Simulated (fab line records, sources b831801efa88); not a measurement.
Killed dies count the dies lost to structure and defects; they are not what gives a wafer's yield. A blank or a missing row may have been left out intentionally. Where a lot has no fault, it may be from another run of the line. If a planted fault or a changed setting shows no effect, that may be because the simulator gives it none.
Which tool is to blame? | flow sky130 | 42 wafers from 14 lots sampled at 2 of the route's 708 steps

## WHAT EACH GAUGE READ, for each wafer
No reading from a measuring or inspecting step in the record can be judged against a usual standard deviation.

## TOOL THAT RAN EACH LOT (tool first, then ch and the chambers of the sampled wafers, then the start)
lot  | SKY_METAL1_SPUTTER_01        | SKY_PAD_OPEN_PROBE_99
L520 | pvd sputter-03, day 31 22:19 | prober-02, day 46 01:26
L521 | pvd sputter-03, day 32 09:07 | prober-01, day 46 13:24
L522 | pvd sputter-01, day 32 09:47 | prober-02, day 46 13:43
L523 | pvd sputter-03, day 32 15:44 | prober-01, day 46 15:35
L524 | pvd sputter-01, day 33 02:08 | prober-02, day 46 22:01
L526 | pvd sputter-01, day 33 22:28 | prober-02, day 47 15:59
L532 | pvd sputter-03, day 35 16:53 | prober-02, day 48 21:25
L534 | pvd sputter-03, day 36 02:34 | prober-02, day 49 03:12
L537 | pvd sputter-01, day 37 05:09 | prober-01, day 49 22:24
L538 | pvd sputter-01, day 37 14:53 | prober-02, day 50 06:04
L539 | pvd sputter-01, day 37 18:47 | prober-01, day 50 07:31
L540 | pvd sputter-01, day 37 23:48 | prober-02, day 50 09:04
L541 | pvd sputter-01, day 38 06:43 | prober-01, day 50 12:20
L543 | pvd sputter-04, day 38 20:24 | prober-01, day 50 23:40
- SKY_METAL1_SPUTTER_01: material TiN, target thk 20 nm, time 16.7 s.
- SKY_PAD_OPEN_PROBE_99

## AS READ BY THE TOOLS THEMSELVES (means over the sampled wafers that have a number; for cases with no such wafer, the mark the record gives instead)
SKY_METAL1_SPUTTER_01. Usual: 30.0 % for throttle valve pct, sd 1.2.
lot  | tool           | throttle valve pct (%) | flag
L520 | pvd sputter-03 | 29.7                   |
L521 | pvd sputter-03 | 30.2                   |
L522 | pvd sputter-01 | 30.6                   |
L523 | pvd sputter-03 | 30.4                   |
L524 | pvd sputter-01 | 29.2                   |
L526 | pvd sputter-01 | 29.0                   |
L532 | pvd sputter-03 | 29.7                   |
L534 | pvd sputter-03 | 29.8                   |
L537 | pvd sputter-01 | 29.2                   |
L538 | pvd sputter-01 | 30.1                   |
L539 | pvd sputter-01 | 30.0                   |
L540 | pvd sputter-01 | 30.5                   |
L541 | pvd sputter-01 | 29.9                   |
L543 | pvd sputter-04 | 31.7                   |

SKY_PAD_OPEN_PROBE_99. Usual: defect limited yield 82.6 %, standard deviation 1.8; killed_at_M0_to_M3 43, standard deviation 6.6; killed_at_M4_up 3.4, standard deviation 1.8; killed at contacts 24, standard deviation 4.9; killed at front end 15, standard deviation 4.1; killed at other 0.3, standard deviation 0.55; killed dies 85, standard deviation 8.8; killed on rim 17, standard deviation 3.7; killed open 46, standard deviation 6.1; killed short 39, standard deviation 5.7; sort_bin_3_pad_short 0.9 %, standard deviation 0.41; sort_bin_5_function 10.1 %, standard deviation 1.5; sort_bin_6_memory 6.4 %, standard deviation 1; sort n pass 407, standard deviation 8.8; sort yield pct 82.6 %, standard deviation 1.8.
lot  | tool      | defect limited yield (%) | killed_at_M0_to_M3 | killed_at_M4_up | killed at contacts | killed at front end | killed at other | killed dies | killed on rim | killed open | killed short | sort_bin_3_pad_short (%) | sort_bin_5_function (%) | sort_bin_6_memory (%) | sort n pass | sort yield pct (%) | flag
L520 | prober-02 | 80.6                     | 53                 | 2.7             | 21                 | 19                  | 0.7             | 95          | 17            | 57          | 39           | 1.1                      | 11.3                    | 7.0                   | 397         | 80.6               |
L521 | prober-01 | 85.1                     | 32                 | 4.7             | 22                 | 15                  | 0.7             | 73          | 16            | 39          | 34           | 1.1                      | 7.8                     | 6.0                   | 419         | 85.1               |
L522 | prober-02 | 81.3                     | 43                 | 5.0             | 26                 | 17                  | 0.3             | 92          | 20            | 47          | 45           | 1.0                      | 10.6                    | 7.1                   | 400         | 81.3               |
L523 | prober-01 | 84.6                     | 38                 | 3.7             | 22                 | 12                  | 0.3             | 76          | 13            | 40          | 36           | 0.6                      | 9.6                     | 5.2                   | 416         | 84.6               |
L524 | prober-02 | 83.0                     | 38                 | 3.7             | 28                 | 13                  | 0.7             | 83          | 14            | 47          | 37           | 0.7                      | 9.4                     | 6.8                   | 409         | 83.0               |
L526 | prober-02 | 82.9                     | 41                 | 3.0             | 25                 | 15                  | 0.3             | 84          | 18            | 42          | 41           | 0.7                      | 10.9                    | 5.6                   | 408         | 82.9               |
L532 | prober-02 | 73.0                     | 96                 | 4.0             | 18                 | 15                  | 0.0             | 133         | 15            | 39          | 36           | 3.3                      | 17.1                    | 6.6                   | 359         | 73.0               | OFF
L534 | prober-02 | 72.2                     | 93                 | 3.7             | 23                 | 16                  | 0.7             | 137         | 23            | 48          | 40           | 3.3                      | 17.7                    | 6.8                   | 355         | 72.2               | OFF
L537 | prober-01 | 83.2                     | 36                 | 3.7             | 25                 | 18                  | 0.0             | 82          | 17            | 47          | 35           | 1.0                      | 9.6                     | 6.2                   | 410         | 83.2               |
L538 | prober-02 | 81.0                     | 44                 | 6.0             | 25                 | 18                  | 0.3             | 93          | 17            | 47          | 46           | 0.9                      | 11.3                    | 6.8                   | 399         | 81.0               |
L539 | prober-01 | 83.7                     | 46                 | 3.0             | 19                 | 12                  | 0.3             | 80          | 18            | 39          | 41           | 0.9                      | 9.9                     | 5.6                   | 412         | 83.7               |
L540 | prober-02 | 84.1                     | 39                 | 1.7             | 22                 | 15                  | 0.3             | 78          | 12            | 47          | 31           | 0.6                      | 9.5                     | 5.8                   | 414         | 84.1               |
L541 | prober-01 | 84.6                     | 39                 | 3.3             | 20                 | 13                  | 0.0             | 76          | 15            | 44          | 32           | 0.5                      | 10.1                    | 4.8                   | 416         | 84.6               |
L543 | prober-01 | 82.8                     | 42                 | 3.0             | 26                 | 13                  | 0.3             | 85          | 19            | 48          | 36           | 1.1                      | 10.3                    | 5.8                   | 407         | 82.8               |

## THE ANSWER, worked out from the rows above alone
Rule: lot off if the mean of its wafers having a number is beyond 3 standard deviations from the usual mean. A lot without any number at a reading at which 4 lots or more have one is off too. Any other lot the step has rows for is counted as sound. First the gauges in route order, then the tools' own readings, where a lot's mean is used as printed above. The first step at which some lot is off is used, and at that step the reading that is off furthest; a lot without a number counts as furthest.
Off at SKY_PAD_OPEN_PROBE_99 (killed_at_M0_to_M3): L532, L534.
If a tool, at that step or one of the process steps before it, ran each lot that is off and ran no sound lot following the first of them, it fits. One candidate fits, namely pvd sputter-03 at SKY_METAL1_SPUTTER_01. Its last sound lot is L523 (day 32 15:44), its first lot that is off L532 (day 35 16:53): a fault that began between those two fits.

## WHAT THE SIMULATOR HAD PUT IN
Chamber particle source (pvd sputter-03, SKY_METAL1_SPUTTER_01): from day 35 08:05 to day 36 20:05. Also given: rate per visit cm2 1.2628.
Shown lots that were struck: L532, L534. The same result came from the rule above.
